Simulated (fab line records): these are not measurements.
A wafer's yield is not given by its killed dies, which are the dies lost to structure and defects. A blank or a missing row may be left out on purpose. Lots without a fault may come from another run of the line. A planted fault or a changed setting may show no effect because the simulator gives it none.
Chamber matching :: flow gf180mcu :: GF_V2_CMP_04 on cmp-01 has 4 sister chambers
The step polishes SiO2. 8 wafers are shown with their chamber, then 12 later ones without.

== EACH WAFER AND ITS CHAMBER ==
wafer: L088.2
chamber: 1
motor_current_A (A): 13.1
retaining_ring_pressure_frac: 1.005

wafer: L088.3
chamber: 3
motor_current_A (A): 9.7
retaining_ring_pressure_frac: 1.004

wafer: L089.3
chamber: 0
motor_current_A (A): 12.8
retaining_ring_pressure_frac: 1.009

wafer: L090.1
chamber: 1
motor_current_A (A): 13.1
retaining_ring_pressure_frac: 1.009

wafer: L090.2
chamber: 3
motor_current_A (A): 10.6
retaining_ring_pressure_frac: 1.000

wafer: L091.1
chamber: 0
motor_current_A (A): 11.9
retaining_ring_pressure_frac: 1.001

wafer: L091.3
chamber: 2
motor_current_A (A): 11.2
retaining_ring_pressure_frac: 1.008

wafer: L091.5
chamber: 2
motor_current_A (A): 10.7
retaining_ring_pressure_frac: 1.009

== WAFERS MISSING THEIR CHAMBER ==
wafer: L093.1
motor_current_A (A): 10.6
retaining_ring_pressure_frac: 1.003

wafer: L093.3
motor_current_A (A): 12.2
retaining_ring_pressure_frac: 0.998

wafer: L093.5
motor_current_A (A): 12.5
retaining_ring_pressure_frac: 1.000

wafer: L095.2
motor_current_A (A): 9.9
retaining_ring_pressure_frac: 0.997

wafer: L095.3
motor_current_A (A): 10.9
retaining_ring_pressure_frac: 1.001

wafer: L095.4
motor_current_A (A): 12.8
retaining_ring_pressure_frac: 0.995

wafer: L096.2
motor_current_A (A): 11.9
retaining_ring_pressure_frac: 1.003

wafer: L096.4
motor_current_A (A): 11.2
retaining_ring_pressure_frac: 1.003

wafer: L096.5
motor_current_A (A): 13.0
retaining_ring_pressure_frac: 1.009

wafer: L097.2
motor_current_A (A): 12.3
retaining_ring_pressure_frac: 0.998

wafer: L097.4
motor_current_A (A): 11.1
retaining_ring_pressure_frac: 0.988

wafer: L097.6
motor_current_A (A): 12.4
retaining_ring_pressure_frac: 1.002

== CHAMBER TAKEN BY EACH ==
wafer: L093.1
from the rows above: can't be placed: 3 or 2
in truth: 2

wafer: L093.3
from the rows above: can't be placed: 0 or 1 or 2
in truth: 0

wafer: L093.5
from the rows above: can't be placed: 0 or 1
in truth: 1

wafer: L095.2
from the rows above: 3
in truth: 3

wafer: L095.3
from the rows above: can't be placed: 3 or 2 or 0
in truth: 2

wafer: L095.4
from the rows above: can't be placed: 0 or 1
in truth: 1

wafer: L096.2
from the rows above: can't be placed: 0 or 2 or 1
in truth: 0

wafer: L096.4
from the rows above: can't be placed: 2 or 3 or 0
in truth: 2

wafer: L096.5
from the rows above: can't be placed: 1 or 0
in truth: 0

wafer: L097.2
from the rows above: can't be placed: 0 or 1
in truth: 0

wafer: L097.4
from the rows above: can't be placed: 3 or 0 or 2
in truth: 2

wafer: L097.6
from the rows above: can't be placed: 0 or 1
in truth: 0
Placed correctly: 1 of 12. Can't be placed from these rows: 11 (the true chamber is among the candidates in 11). Number placed wrongly: 0.
How it was worked out, from the rows above alone: a wafer's distance from a chamber is the root of the sum, over the readings, of the square of ((its reading less the chamber's mean) divided by the reading's scatter). If the next closest chamber is less than 2 further off than the closest, the wafer can't be placed; otherwise it belongs to the closest. Each chamber's mean is taken over the wafers shown for it. The scatter is the square root of a quotient: the sum, over the shown wafers, of each reading's squared deviation from its chamber's mean, divided by wafers minus chambers.
